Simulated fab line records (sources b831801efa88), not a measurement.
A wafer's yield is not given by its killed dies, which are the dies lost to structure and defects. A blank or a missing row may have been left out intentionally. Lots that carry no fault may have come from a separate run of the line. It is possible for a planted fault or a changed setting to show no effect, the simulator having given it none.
Chamber matching || flow sky130 || SKY_VIA1_ETCH_15 on rie diel-01: 4 sister chambers
The step etches SiO2 in C4F8/O2/Ar, stops on TiN, target depth 351 nm, time 54 s. 20 wafers are shown with their chamber, then 10 later ones without.

WAFERS, EACH WITH ITS CHAMBER
{"wafer": "L075.2", "chamber": 3, "oes product au (a.u.)": 0.977}
{"wafer": "L075.3", "chamber": 1, "oes product au (a.u.)": 0.978}
{"wafer": "L075.5", "chamber": 0, "oes product au (a.u.)": 0.978}
{"wafer": "L077.3", "chamber": 1, "oes product au (a.u.)": 0.981}
{"wafer": "L077.4", "chamber": 2, "oes product au (a.u.)": 0.984}
{"wafer": "L077.5", "chamber": 1, "oes product au (a.u.)": 0.987}
{"wafer": "L080.1", "chamber": 1, "oes product au (a.u.)": 0.981}
{"wafer": "L080.3", "chamber": 3, "oes product au (a.u.)": 0.975}
{"wafer": "L080.6", "chamber": 1, "oes product au (a.u.)": 0.984}
{"wafer": "L084.3", "chamber": 1, "oes product au (a.u.)": 0.991}
{"wafer": "L084.5", "chamber": 0, "oes product au (a.u.)": 0.976}
{"wafer": "L084.6", "chamber": 3, "oes product au (a.u.)": 0.976}
{"wafer": "L087.2", "chamber": 3, "oes product au (a.u.)": 0.970}
{"wafer": "L087.3", "chamber": 2, "oes product au (a.u.)": 0.977}
{"wafer": "L087.6", "chamber": 1, "oes product au (a.u.)": 0.981}
{"wafer": "L089.1", "chamber": 3, "oes product au (a.u.)": 0.971}
{"wafer": "L089.5", "chamber": 3, "oes product au (a.u.)": 0.983}
{"wafer": "L089.6", "chamber": 0, "oes product au (a.u.)": 0.980}
{"wafer": "L090.1", "chamber": 1, "oes product au (a.u.)": 0.972}
{"wafer": "L090.2", "chamber": 0, "oes product au (a.u.)": 0.978}

SIGNATURES, as means of the wafers listed above
{"reading": "oes product au", "chamber 0": 0.97800, "chamber 1": 0.98187, "chamber 2": 0.98050, "chamber 3": 0.97533, "scatter within a chamber": 0.00481}
Rule: for each reading, subtract the chamber's mean from the wafer's reading, divide by that reading's scatter and square the result; add these up over the readings and take the root, which gives the wafer's distance from the chamber. If the next closest chamber is less than 2 further off than the closest, the wafer can't be placed; otherwise it belongs to the closest. The scatter: the root of (the sum of the squares of (reading less its chamber's mean) over the shown wafers, divided by (wafers less chambers)).

WAFERS WITHOUT THEIR CHAMBER
{"wafer": "L090.6", "oes product au (a.u.)": 0.984}
{"wafer": "L092.1", "oes product au (a.u.)": 0.992}
{"wafer": "L092.3", "oes product au (a.u.)": 0.980}
{"wafer": "L092.6", "oes product au (a.u.)": 0.971}
{"wafer": "L093.1", "oes product au (a.u.)": 0.981}
{"wafer": "L093.3", "oes product au (a.u.)": 0.981}
{"wafer": "L093.4", "oes product au (a.u.)": 0.974}
{"wafer": "L094.1", "oes product au (a.u.)": 0.979}
{"wafer": "L094.2", "oes product au (a.u.)": 0.983}
{"wafer": "L094.6", "oes product au (a.u.)": 0.989}

CHAMBER TAKEN BY EACH
{"wafer": "L090.6", "from the rows above": "can't be placed: 1 or 2 or 0 or 3", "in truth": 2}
{"wafer": "L092.1", "from the rows above": "can't be placed: 1 or 2 or 0 or 3", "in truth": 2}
{"wafer": "L092.3", "from the rows above": "can't be placed: 2 or 1 or 0 or 3", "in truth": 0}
{"wafer": "L092.6", "from the rows above": "can't be placed: 3 or 0 or 2 or 1", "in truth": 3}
{"wafer": "L093.1", "from the rows above": "can't be placed: 2 or 1 or 0 or 3", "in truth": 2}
{"wafer": "L093.3", "from the rows above": "can't be placed: 2 or 1 or 0 or 3", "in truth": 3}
{"wafer": "L093.4", "from the rows above": "can't be placed: 3 or 0 or 2 or 1", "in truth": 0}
{"wafer": "L094.1", "from the rows above": "can't be placed: 0 or 2 or 1 or 3", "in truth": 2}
{"wafer": "L094.2", "from the rows above": "can't be placed: 1 or 2 or 0 or 3", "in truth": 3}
{"wafer": "L094.6", "from the rows above": "can't be placed: 1 or 2 or 0 or 3", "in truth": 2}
Correctly placed: 0 of 10. Unplaceable from these rows: 10, with the true chamber sitting among the candidates in 10. Number placed wrongly: 0.
